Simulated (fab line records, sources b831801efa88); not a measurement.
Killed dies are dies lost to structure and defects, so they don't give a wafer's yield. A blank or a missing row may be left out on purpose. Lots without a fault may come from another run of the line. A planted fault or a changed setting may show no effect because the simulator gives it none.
A struck lot beside a sound one | flow sky130 | 14 steps out of a route of 708
Sound: wafers L148.1, L148.2, L148.5. Struck: wafers L143.1, L143.3, L143.4. The cause comes at the end.
At each step with rows: each side's tool, then ch and its chambers, then its first start. Under that, the readings that differ: sound wafers | struck wafers | difference of the means | sigmas: that difference in standard deviations of wafers without a fault.
alike: readings whose means differ by less than 2 such deviations, and words and numbers that are the same on both sides. not compared: withheld readings, readings that some wafer has no value for, bounds like >300 that may hide the same value, and numbers for which the record gives no deviation and whose values overlap.
The two part at a step that has a row with sigmas, a row that says differs or no value, or rows on one side only. Numbers that don't overlap but have no deviation are shown without sigmas and don't part them. A reading that every wafer of one side lacks parts them only if that side has two wafers or more.

first, 1 step without rows for these wafers: SKY_CAPM_DEVELOP_11 (develop time 60 s).
SKY_CAPM_OVL_MEAS_12:
  sound on overlay-01, day 40 23:34; struck on overlay-02, day 39 16:57
  alike: CAPM_OVL
SKY_CAPM_METAL_ETCH_13: etches TiN in Cl2/BCl3, stops on SiO2, target depth 220 nm, time 62.9 s.
  sound on rie_metal-03 ch 0,1, day 40 23:37; struck on rie_metal-01 ch 0,1, day 39 16:59
  reading                     | sound       | struck      | difference | sigmas
  drypump_motor_current_A (A) | 6.6 5.7 6.6 | 4.9 5.7 4.9 | -1.1       | -3
  alike: oes_product_au, throttle_valve_pct
  not compared: rf_hours_counter_h
SKY_CAPM_STRIP_14: strips in O2/N2.
  sound on plasma_asher-04 ch 0,1, day 40 23:41; struck on plasma_asher-01 ch 0,1, day 39 17:04
  alike: drypump_motor_current_A, oes_product_au, strip_time_to_endpoint_s
  not compared: rf_hours_counter_h
then, 8 steps without rows for these wafers: SKY_CAPM_STRIP_15 (strips in post etch residue remover, time 1200 s); SKY_CAPM_CLEAN_16 (cleans in IPA, time 180 s); SKY_CAPM_CLEAN_17 (cleans in O3/DIW); SKY_METAL3_DEHYDRATE_05 (time 60 s); SKY_METAL3_HMDS_06 (prime time 60 s); SKY_METAL3_COAT_07 (resist thk 60 nm); SKY_METAL3_COAT_08 (resist thk 1140 nm); SKY_METAL3_SOFTBAKE_09 (time 90 s).
SKY_METAL3_EXPOSE_10: exposes mask MM3, target cd 300 nm.
  sound on krf_scanner-02 ch 0, day 41 12:25; struck on krf_scanner-02, day 40 05:41
  no value came back on the struck wafers for exposure_dose_mJ_cm2, focus_offset_nm (nm), stage_vel_mm_s (mm/s); on the sound wafers exposure_dose_mJ_cm2 reads 27.91 27.90 27.89
  alike: mask
then, 1 step without rows for these wafers: SKY_METAL3_PEB_11.

WHERE THEY PART
First at SKY_CAPM_METAL_ETCH_13; last, within this record, at SKY_METAL3_EXPOSE_10.

WHY: what the simulator had put in
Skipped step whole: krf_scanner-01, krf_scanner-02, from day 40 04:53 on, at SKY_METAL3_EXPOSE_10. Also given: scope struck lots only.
